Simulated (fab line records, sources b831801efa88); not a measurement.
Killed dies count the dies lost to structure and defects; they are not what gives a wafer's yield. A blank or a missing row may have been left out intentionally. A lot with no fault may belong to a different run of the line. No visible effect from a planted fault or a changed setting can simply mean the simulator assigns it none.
What tool caused it? | flow gf180mcu | 12 lots, 36 wafers sampled, at 2 steps of a route of 602

== WHAT THE GAUGES SHOWED, per wafer ==
GF_V5_THK_MEAS_03. Usual: V5_CVD_02_THK typically reads 1455 nm, with standard deviation 22.
lot  | measured     | on            | V5_CVD_02_THK (nm) | flag
L343 | day 26 23:35 | film_metro-04 | 1430 1443 1462     |
L344 | day 27 11:57 | film_metro-04 | 1435 1461 1462     |
L345 | day 27 13:25 | film_metro-02 | 1462 1482 1495     |
L346 | day 28 00:05 | film_metro-02 | 1431 1429 1482     |
L347 | day 28 08:05 | film_metro-02 | 1437 1449 1445     |
L352 | day 29 21:34 | film_metro-01 | 1459 1461 1455     |
L351 | day 29 23:50 | film_metro-04 | 1402 1452 1438     |
L354 | day 30 09:54 | film_metro-04 | 1471 1460 1449     |
L356 | day 31 08:03 | film_metro-04 | 1443 1440 1460     |
L361 | day 32 06:38 | film_metro-04 | 1445 1429 1453     |
L362 | day 32 15:22 | film_metro-04 | 1445 1449 1493     |
L364 | day 32 20:49 | film_metro-01 | 1432 1461 1444     |

== WHAT TOOL EACH LOT RAN ON (gives the tool, then ch and the chambers of the sampled wafers, and finally the start) ==
lot  | GF_V1_ETCH_17
L343 | rie_diel-03 ch 0,1,3, day 18 22:00
L344 | rie_diel-02 ch 1,3, day 19 08:00
L345 | rie_diel-02 ch 0,1,3, day 19 14:00
L346 | rie_diel-02 ch 0,1,3, day 20 00:00
L347 | rie_diel-03 ch 0,1,2, day 20 09:00
L352 | rie_diel-03 ch 0,1,2, day 22 11:00
L351 | rie_diel-02 ch 0,1,3, day 22 12:00
L354 | rie_diel-02 ch 0,3, day 22 23:00
L356 | rie_diel-02 ch 0,1,3, day 24 03:00
L361 | rie_diel-02 ch 0,1,3, day 25 07:00
L362 | rie_diel-04 ch 0,2,3, day 25 20:00
L364 | rie_diel-02 ch 0,2, day 26 03:00
- GF_V1_ETCH_17: etches SiO2 in C4F8/O2/Ar, stops on TiN, target depth 630 nm.

== WHAT THE TOOLS THEMSELVES READ (means of the sampled wafers that have a number; where no wafer has one, the mark that the record gives instead) ==
GF_V1_ETCH_17. Usual: bias_w 1200 W, standard deviation 3.4; oes_product_au 0.855 a.u., standard deviation 0.0052.
lot  | tool        | bias_w (W) | oes_product_au (a.u.) | flag
L343 | rie_diel-03 | 1202       | 0.855                 |
L344 | rie_diel-02 | 1201       | 0.855                 |
L345 | rie_diel-02 | 1201       | 0.856                 |
L346 | rie_diel-02 | 1200       | 0.856                 |
L347 | rie_diel-03 | 1201       | 0.854                 |
L352 | rie_diel-03 | 1198       | 0.853                 |
L351 | rie_diel-02 | 1198       | 0.860                 |
L354 | rie_diel-02 | 1201       | 0.854                 |
L356 | rie_diel-02 | 1202       | 0.854                 |
L361 | rie_diel-02 | 1195       | 0.853                 |
L362 | rie_diel-04 | 1201       | 0.854                 |
L364 | rie_diel-02 | 1199       | 0.857                 |

== THE ANSWER, worked out from the rows above alone ==
Rule: a lot counts as off when the mean over its wafers that have a number is more than 3 standard deviations away from the usual mean. Also off: a lot with no number at a reading for which 4 or more lots have one. The other lots that the step has rows for count as sound. After the gauges, taken in route order, come the tools' own readings; for these a lot's mean is taken, as printed above. At the first step where some lot is off, the reading lying furthest off is the one used; lots without a number count as furthest.
None of the lots is off at any reading shown; this tells nothing.

== WHAT WAS PUT IN BY THE SIMULATOR ==
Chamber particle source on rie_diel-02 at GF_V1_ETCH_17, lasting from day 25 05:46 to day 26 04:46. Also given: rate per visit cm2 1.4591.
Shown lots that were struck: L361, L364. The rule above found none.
